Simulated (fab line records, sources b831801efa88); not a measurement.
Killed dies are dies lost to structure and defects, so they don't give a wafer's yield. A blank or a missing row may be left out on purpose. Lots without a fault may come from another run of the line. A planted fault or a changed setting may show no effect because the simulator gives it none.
fab line records | flow sky130
record lots=5 wafers=14 last_day=49
route steps=708 shown VIA3@575
lots that met no fault: from a run of the same line without faults
start_h: hours from the record's first day to the start of the lot's first wafer shown | wait_h: hours since the lot's step before | " the same as in the row above | L1.1+2: a row that stands for several wafers | - no value, or no start given | * or withheld: withheld | < > ~ a bound
route shown NAME@n: a module of which the file shows steps, and the number in the route of the first | usual: mean/standard deviation of fault-free wafers | same: alike in all rows | chamber/n: place in a boat | sites: the reading at each site | _std_site: their standard deviation | _edge_site: outer sites' mean less inner sites' | radius_mm: how far each site lies from the wafer's centre | mask NAME#n: copy n | behind: the tool/chamber that last shaped the wafer | hold: why the lot was held/for how many hours/how that ended | device: the transistor (n, p or np) that didn't switch | end of line: the same wafers' tests at the end of the route | a step without rows: its recipe alone | killed: dies lost to structure and defects at the first sort, not the wafer's yield | map: a wafer's dies, x killed, . not, _ none there
set.NAME: the setting as run; set.NAME@STEP: as run at that earlier step | model.NAME: the simulator's own value behind a step, which no gauge read
lots at some steps of the route; a table a step, a row a wafer
services: from which hour (start_h, from the record's first day; less than 0 if before it) a tool's chamber was out of use, for how many hours, and why
## steps
# step SKY_VIA3_CMP_02
# recipe material=SiO2 down_force_psi=4 platen_rpm=60 pad_velocity_m_s=0.94248
# usual motor_current_A=11.7/1.4
# columns lot.wafer tool chamber start_h wait_h motor_current_A
L806.3 cmp-01 0 910.17 0.0 10.2
L806.2 " 1 " " 13.3
L806.1 " 2 " " 10.3
L808.1 cmp-01 0 925.38 0.1 10.7
L808.2 " 1 " " 13.6
L808.4 " 3 " " 11.5
L812.4 cmp-02 2 964.89 0.0 11.1
L812.1 " 3 " " 10.1
L820.3 cmp-02 0 1014.15 0.1 11.4
L820.4 " 1 " " 13.8
L820.6 " 0 " " 11.3
L823.1 cmp-01 2 1037.78 0.1 9.6
L823.3 " 3 " " 12.6
L823.5 " 2 " " 10.1
# step SKY_VIA3_BOW_MEAS_03
# recipe mode=bow
# usual VIA3_BOW=79/7.1
# columns lot.wafer tool chamber start_h wait_h VIA3_BOW[um]
L806.1 film_metro-04 - 910.47 0.1 73
L806.2 " - " " 83
L806.3 " - " " 67
L808.1 film_metro-02 - 925.68 0.2 86
L808.2 " - " " 98
L808.4 " - " " 78
L812.1 film_metro-02 - 965.19 0.2 92
L812.4 " - " " 83
L820.3 film_metro-01 - 1014.44 0.2 92
L820.4 " - " " 81
L820.6 " - " " 85
L823.1 film_metro-04 - 1038.03 0.2 70
L823.3 " - " " 72
L823.5 " - " " 69
# step SKY_VIA3_DEHYDRATE_04
# recipe temp_c=200 time_s=60
# step SKY_VIA3_HMDS_05
# recipe prime_time_s=60 prime_temp_c=120
# step SKY_VIA3_COAT_06
# recipe resist=BARC temp_c=withheld time_s=withheld spin_rpm=3000 resist_thk_nm=60
# step SKY_VIA3_COAT_07
# recipe resist=KrF-thick spin_rpm=3000 resist_thk_nm=450
# step SKY_VIA3_SOFTBAKE_08
# recipe temp_c=100 time_s=90 resist=KrF-thick
# step SKY_VIA3_EXPOSE_09
# recipe mask_id=VIM3 na=0.8 source_shape=annular sigma_inner=0.55 sigma_outer=0.85 target_cd_nm=200 dose_mj=38
# step SKY_VIA3_PEB_10
# recipe peb_temp_c=withheld peb_time_s=withheld resist=KrF-thick
# step SKY_VIA3_DEVELOP_11
# recipe develop_time_s=60 resist=KrF-thick dev_temp_c=21
# step SKY_VIA3_CD_MEAS_12
# recipe target_cd_nm=200
# usual cd_nm=199.9/1.5
# columns lot.wafer tool chamber start_h wait_h cd_nm
L806.1 cd_sem-01 - 934.77 - 199.4
L806.2 " - " " 199.9
L806.3 " - " " 201.3
L808.1 cd_sem-01 - 949.62 - 199.0
L808.2 " - " " 199.9
L808.4 " - " " 200.5
L812.1 cd_sem-01 - 988.94 - 199.5
L812.4 " - " " 198.1
L820.3 cd_sem-01 - 1036.73 - 201.1
L820.4 " - " " 201.6
L820.6 " - " " 201.9
L823.1 cd_sem-02 - 1059.94 - 200.7
L823.3 " - " " 200.8
L823.5 " - " " 199.7
# step SKY_VIA3_OVL_MEAS_13
# usual VIA3_OVL=0/5
# columns lot.wafer tool chamber start_h wait_h VIA3_OVL[nm]
L806.1 overlay-02 - 934.89 0.1 -3
L806.2 " - " " -2
L806.3 " - " " -5
L808.1 overlay-01 - 949.74 0.1 -5
L808.2 " - " " -2
L808.4 " - " " -6
L812.1 overlay-02 - 989.06 0.1 3
L812.4 " - " " -1
L820.3 overlay-02 - 1036.82 0.1 -3
L820.4 " - " " -4
L820.6 " - " " -6
L823.1 overlay-01 - 1060.06 0.1 2
L823.3 " - " " 2
L823.5 " - " " 7
# step SKY_VIA3_ETCH_14
# recipe chemistry=N2/H2 target=BARC ion_energy_ev=200 source_w=500 bias_w=100 pressure_mtorr=30 n2_flow_sccm=100 h2_flow_sccm=200 stop_on=SiO2 time_s=45.9 target_depth_a=600
# usual drypump_motor_current_A=5.8/0.41 h2_flow_sccm=200.0/0.6 oes_product_au=0.853/0.0053 run_length_s=74.0/0.34 throttle_valve_pct=13.225/0.0091
# columns lot.wafer tool chamber start_h wait_h drypump_motor_current_A h2_flow_sccm oes_product_au rf_hours_counter_h run_length_s throttle_valve_pct model.KrF-thick_of_VIA3_COAT_07.thk_nm
L806.1 rie_diel-01 3 934.93 0.0 6.3 200.2 0.848 13 74.6 13.226 391.2
L806.2 " 0 " " 6.3 201.0 0.853 14 73.9 13.232 390.9
L806.3 " 2 " " 5.4 199.8 0.846 6 73.8 13.229 392.7
L808.1 rie_diel-03 2 949.78 0.0 6.7 200.7 0.850 8 74.1 13.221 393.9
L808.2 " 1 " " 5.1 200.2 0.858 9 74.7 13.242 393.3
L808.4 " 0 " " 5.8 200.6 0.855 20 73.9 13.211 393
L812.1 rie_diel-01 0 989.10 0.0 6.3 200.1 0.994 16 66.5 13.249 400.6
L812.4 " 1 " " 5.2 200.5 0.985 1 66.6 13.230 399.2
L820.3 rie_diel-03 3 1036.85 0.0 5.5 200.2 0.857 18 73.7 13.227 392.6
L820.4 " 1 " " 5.1 200.0 0.854 12 73.9 13.214 392.9
L820.6 " 3 " " 5.5 200.3 0.852 - 73.6 13.222 392.3
L823.1 rie_diel-04 3 1060.10 0.0 6.0 200.0 0.858 31 73.9 13.233 392.7
L823.3 " 1 " " 5.9 201.0 0.857 19 74.3 13.222 389.8
L823.5 " 2 " " 5.9 200.1 0.867 - 74.0 13.222 390.1
# step SKY_VIA3_ETCH_15
# recipe target=SiO2 chemistry=C4F8/O2/Ar target_depth_nm=507 stop_on=TiN mask_material=KrF-thick source_w=1500 bias_w=1200 pressure_mtorr=40 c4f8_flow_sccm=withheld O2_flow_sccm=6 Ar_flow_sccm=300 time_s=78
# usual oes_product_au=0.946/0.0048 run_length_s=106.2/0.31
# same time_s=78
# columns lot.wafer tool chamber start_h wait_h oes_product_au run_length_s model.KrF-thick_of_VIA3_COAT_07.thk_nm
L806.1 rie_diel-01 3 934.97 0.0 0.955 106.4 290.3
L806.2 " 0 " " 0.940 105.6 290.4
L806.3 " 2 " " 0.943 105.9 292.1
L808.1 rie_diel-03 2 949.82 0.0 0.939 106.3 292
L808.2 " 1 " " 0.949 106.4 291.8
L808.4 " 0 " " 0.947 106.1 290.3
L812.1 rie_diel-01 0 989.14 0.0 0.936 105.6 300.6
L812.4 " 1 " " 0.956 105.6 297.9
L820.3 rie_diel-03 3 1036.89 0.0 0.944 106.0 291.5
L820.4 " 1 " " 0.953 106.7 292.5
L820.6 " 3 " " 0.940 105.7 290.4
L823.1 rie_diel-04 3 1060.14 0.0 0.938 106.2 292.1
L823.3 " 1 " " 0.947 106.2 287.9
L823.5 " 2 " " 0.946 106.2 287.7
# step SKY_VIA3_STRIP_16
# recipe chemistry=O2/N2 power_w=1400 pressure_mtorr=1500 platen_temp_c=withheld o2_flow_sccm=3000 n2_flow_sccm=300 overash_fraction=0.5
# usual drypump_motor_current_A=5.6/0.4 oes_product_au=0.401/0.0045 strip_time_to_endpoint_s=4.131/0.023
# columns lot.wafer tool chamber start_h wait_h drypump_motor_current_A oes_product_au rf_hours_counter_h strip_time_to_endpoint_s
L806.1 plasma_asher-02 0 935.03 0.0 5.9 0.399 50 4.119
L806.2 " 1 " " 5.1 0.395 50 4.111
L806.3 " 0 " " 5.8 0.406 - 4.152
L808.1 plasma_asher-02 0 949.88 0.0 5.9 0.400 52 4.130
L808.2 " 1 " " 5.1 0.400 52 4.153
L808.4 " 0 " " 5.9 0.404 - 4.103
L812.1 plasma_asher-04 0 989.20 0.0 5.8 0.401 85 4.229
L812.4 " 1 " " 6.2 0.407 - 4.220
L820.3 plasma_asher-02 0 1036.98 0.1 5.9 0.402 - 4.139
L820.4 " 1 " " 5.1 0.409 - 4.139
L820.6 " 0 " " 5.9 0.402 - 4.115
L823.1 plasma_asher-04 1 1060.20 0.0 6.2 0.398 92 4.126
L823.3 " 0 " " 5.8 0.402 - 4.096
L823.5 " 1 " " 6.2 0.404 - 4.092
# step SKY_VIA3_STRIP_17
# recipe chemistry=post_etch_residue_remover time_s=1200 temp_c=72.5
## services
# columns tool chamber start_h hours kind
rie_diel-03 - 887.92 0.9 repair
plasma_asher-02 - 897.58 1.9 repair
cmp-02 - 901.54 4.7 pm
rie_diel-01 0 907.31 13.5 repair
cmp-01 - 912.21 4.0 pm
rie_diel-04 0 913.14 2.5 repair
cmp-01 - 916.21 - consumable_replace:conditioner
cmp-01 - 916.21 - consumable_replace:pad
rie_diel-01 1 920.81 - clean
rie_diel-01 1 920.81 22.5 scheduled_down
rie_diel-01 1 920.81 22.5 vent_cycle
rie_diel-03 0 924.36 2.7 repair
rie_diel-03 3 925.08 7.8 repair
rie_diel-03 2 926.69 11.7 repair
cmp-02 - 952.26 1.2 repair
rie_diel-04 2 971.29 7.3 repair
cmp-01 - 984.01 0.5 repair
cmp-01 - 994.52 0.3 repair
cmp-02 - 997.77 0.5 repair
cmp-01 - 1008.67 18.0 pm
## key
first_sign step=SKY_VIA3_ETCH_14 reading=oes_product_au direction=up sigmas=26 usual=0.853 struck=0.989
effect step=SKY_VIA3_ETCH_14 reading=run_length_s direction=down sigmas=22 usual=* struck=*
effect step=SKY_VIA3_STRIP_16 reading=strip_time_to_endpoint_s direction=up sigmas=4.1 usual=* struck=*
model_effect step=SKY_VIA3_ETCH_14 value=KrF-thick_of_VIA3_COAT_07.thk_nm without=393.3 struck=399.9
model_effect step=SKY_VIA3_ETCH_15 value=KrF-thick_of_VIA3_COAT_07.thk_nm without=292.7 struck=299.2
met_at SKY_VIA3_ETCH_14
struck_wafers L812.1,L812.4
sort_left_out L812.1,L812.4
onset_between 934.93 989.10
fault kind=process_parameter_drift tool=rie_diel-01 chamber=- onset_h=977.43 steps=SKY_VIA3_ETCH_14 channel=time_s offset=* shape=step end_h=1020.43 scope=struck_wafers_only acts_in=* stated=*
# sort_left_out: the simulated sort isn't trusted on such a fault, so these wafers' sort isn't shown, and their yield isn't known
